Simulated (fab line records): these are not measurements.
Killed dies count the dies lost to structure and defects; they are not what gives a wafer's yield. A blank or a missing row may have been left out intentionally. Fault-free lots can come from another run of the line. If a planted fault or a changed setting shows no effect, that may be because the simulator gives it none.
Which tool was responsible? | flow sky130 | 12 lots, 36 wafers sampled, at 3 steps of a route of 708

## WHAT THE GAUGES READ, wafer by wafer
SKY_METAL2_CD_MEAS_15 targets a cd of 140 nm.
lot  | measured     | on        | cd nm (nm)
L546 | day 34 20:34 | cd sem-02 | 142.0 142.2 140.9
L547 | day 35 11:18 | cd sem-01 | 140.3 140.9 140.9
L550 | day 36 02:06 | cd sem-02 | 139.0 141.5 141.1
L551 | day 36 12:26 | cd sem-01 | 140.7 140.8 141.0
L554 | day 38 14:39 | cd sem-01 | 141.1 141.4 141.1
L555 | day 38 18:52 | cd sem-01 | 141.9 144.0 142.6
L557 | day 38 23:16 | cd sem-02 | 142.1 143.0 143.9
L560 | day 39 16:47 | cd sem-02 | 140.7 141.9 140.4
L559 | day 40 00:16 | cd sem-01 | 138.6 140.1 141.0
L562 | day 40 11:56 | cd sem-01 | 141.4 140.4 142.9
L567 | day 41 10:23 | cd sem-01 | 140.1 138.9 138.7
L568 | day 41 18:53 | cd sem-02 | 138.2 138.4 137.5

## WHAT TOOL EACH LOT RAN ON (gives the tool, then ch and the chambers of the sampled wafers, and finally the start)
lot  | SKY_VIA1_CVD_21               | SKY_METAL2_SPUTTER_02
L546 | cvd w-01 ch 0,1, day 33 17:40 | pvd sputter-04, day 33 18:17
L547 | cvd w-01 ch 0,1, day 34 08:48 | pvd sputter-02, day 34 09:23
L550 | cvd w-01 ch 0,1, day 34 23:17 | pvd sputter-02, day 34 23:54
L551 | cvd w-01 ch 0,1, day 35 09:03 | pvd sputter-02, day 35 10:31
L554 | cvd w-01 ch 0,1, day 37 11:38 | pvd sputter-01, day 37 12:16
L555 | cvd w-01 ch 0,1, day 37 16:41 | pvd sputter-04, day 37 17:23
L557 | cvd w-02 ch 0,1, day 37 21:01 | pvd sputter-02, day 37 21:38
L560 | cvd w-01 ch 0,1, day 38 15:14 | pvd sputter-02, day 38 15:49
L559 | cvd w-01 ch 0,1, day 38 22:29 | pvd sputter-01, day 38 23:06
L562 | cvd w-01 ch 0,1, day 39 10:56 | pvd sputter-01, day 39 11:34
L567 | cvd w-02 ch 0,1, day 40 09:33 | pvd sputter-01, day 40 10:10
L568 | cvd w-02 ch 0,1, day 40 18:28 | pvd sputter-02, day 40 19:05
- SKY_VIA1_CVD_21: deposits W, target thk 270 nm, time 80.902 s.
- SKY_METAL2_SPUTTER_02: material AlCu, target thk 250 nm, time 13.3 s.

## WHAT THE TOOLS THEMSELVES READ (means of the sampled wafers that have a number; where no wafer has one, the mark that the record gives instead)
SKY_VIA1_CVD_21.
lot  | tool     | heater power w (W)
L546 | cvd w-01 | 859
L547 | cvd w-01 | 894
L550 | cvd w-01 | 863
L551 | cvd w-01 | 865
L554 | cvd w-01 | 901
L555 | cvd w-01 | 864
L557 | cvd w-02 | 818
L560 | cvd w-01 | 872
L559 | cvd w-01 | 897
L562 | cvd w-01 | 856
L567 | cvd w-02 | 795
L568 | cvd w-02 | 793

SKY_METAL2_SPUTTER_02.
lot  | tool           | cathode dc power W (W) | throttle valve pct (%)
L546 | pvd sputter-04 | 10599                  | 30.6
L547 | pvd sputter-02 | 10599                  | 30.1
L550 | pvd sputter-02 | 10599                  | 29.8
L551 | pvd sputter-02 | 10600                  | 29.9
L554 | pvd sputter-01 | 10600                  | 28.9
L555 | pvd sputter-04 | 10600                  | 30.5
L557 | pvd sputter-02 | 10601                  | 30.7
L560 | pvd sputter-02 | 10600                  | 30.3
L559 | pvd sputter-01 | 10601                  | 28.5
L562 | pvd sputter-01 | 10599                  | 28.7
L567 | pvd sputter-01 | 10601                  | 29.1
L568 | pvd sputter-02 | 10600                  | 30.2

## THE ANSWER, worked out from the rows above alone
Rule: the usual values come from the lots themselves. The widest of any qualifying gaps counts: lots, ordered by their means at a reading, are off when they make up no more than a third of the lots, leave a main group of 4 or more, and stand apart from it by 3 or more times the standard deviation of that group's means. If all means in a main group match to the digits the tables above print for the reading, that group is not used. A lot without any number at a reading at which 4 lots or more have one is off too. All remaining lots with rows at the step are treated as sound. The gauges are gone through in route order, then the tools' own readings, and for those a lot's mean is taken as printed above. At the first step where some lot is off, the reading lying furthest off is the one used; lots without a number count as furthest.
Across all readings shown, no lot is off: no conclusion can be drawn from this.

## WHAT THE SIMULATOR HAD PUT IN
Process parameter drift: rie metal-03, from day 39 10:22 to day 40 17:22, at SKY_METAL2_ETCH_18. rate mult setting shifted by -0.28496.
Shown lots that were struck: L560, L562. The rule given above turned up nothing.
